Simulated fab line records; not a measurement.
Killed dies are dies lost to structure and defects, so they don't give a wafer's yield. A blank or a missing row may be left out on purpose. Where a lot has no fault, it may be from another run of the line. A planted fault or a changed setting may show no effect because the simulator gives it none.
Code-filled problem report in 8D (eight disciplines) form / flow sky130 / the parts of the form that need people (team, actions taken, sign-off) are left out

1. WHAT WENT WRONG
Wafers without a fault read 1200 W with a standard deviation of 3.7, while bias-w at SKY_VIA2_ETCH_15 averages 1028 W across 2 wafers of 1 lot. That puts it -47 standard deviations away from the usual mean.
The step: etches SiO2 in C4F8/O2/Ar, stops on TiN, target depth 546 nm, time 84 s.
Seen first at day 43 19:32 on rie-diel-03, wafer L722.3. The record has a number at this step for 36 wafers belonging to 12 lots. Rule for "out", or "out of limits": more than 4 standard deviations from the usual mean. All remaining wafers that have a number are taken as sound.

2. WHAT IT IS, AND WHAT IT ISN'T
question=which readings at this step; is=bias-w; is not=-
question=which lots; is=L722; is not=L704, L706, L707, L709, L710, L711, L714, L717, L718, L719, L723
question=which wafers of those lots; is=L722.3, L722.5; is not=L722.4
question=read on which tools; is=rie-diel-03; is not=rie-diel-01, rie-diel-04
question=when; is=from day 43 19:32; is not=up to then (34 sound wafers)

3. WHAT RULES OUT EACH SUSPECT
Counting: any tool at a process step up to the reading remains a suspect provided it ran every lot that is out. Sound lots after the first of them don't rule it out here, since some wafers of a struck lot are sound.
- rie-diel-03 at SKY_VIA2_ETCH_15 (etches SiO2 in C4F8/O2/Ar, stops on TiN, target depth 546 nm, time 84 s): kept. L722, the lot that is out, went through it at day 43 19:32; up to then, the latest sound lot through it was L723 at day 43 11:32. Its own readings are out on those wafers: bias-w.
- The sound lot-mates ran in chamber 3 of rie-diel-03 at SKY_VIA2_ETCH_15, but the wafers that are out ran in chamber 1.
The count leaves rie-diel-03 at SKY_VIA2_ETCH_15.

4. THE CAUSE (what the simulator had put in)
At SKY_VIA2_ETCH_15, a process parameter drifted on rie-diel-03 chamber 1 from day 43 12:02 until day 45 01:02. The setting bias-w was moved by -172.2, starting from 1200. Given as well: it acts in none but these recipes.
This tool alone remained once counting was done.

5. THE CHAIN OF EFFECTS, in route order
One row per reading whose mean, taken over the struck wafers that have a number, lies over 3 standard deviations from the usual. Readings are gone through only where the record gives a usual standard deviation; hours: the median, over the lots, of the time from a lot's start at the first step in this table giving one to that lot's start at this step; sigmas: the change measured in usual standard deviations.
hours=0; step=SKY_VIA2_ETCH_15; reading=bias-w; usual=1200 W; on struck wafers=1028; change=-172; sigmas=-47
The process steps in it:
- SKY_VIA2_ETCH_15: etches SiO2 in C4F8/O2/Ar, stops on TiN, target depth 546 nm, time 84 s.

6. HOW IT WOULD HAVE BEEN CAUGHT EARLIER
First out-of-limits reading in this record: day 43 19:32, which is 8 hours after fault onset at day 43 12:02.
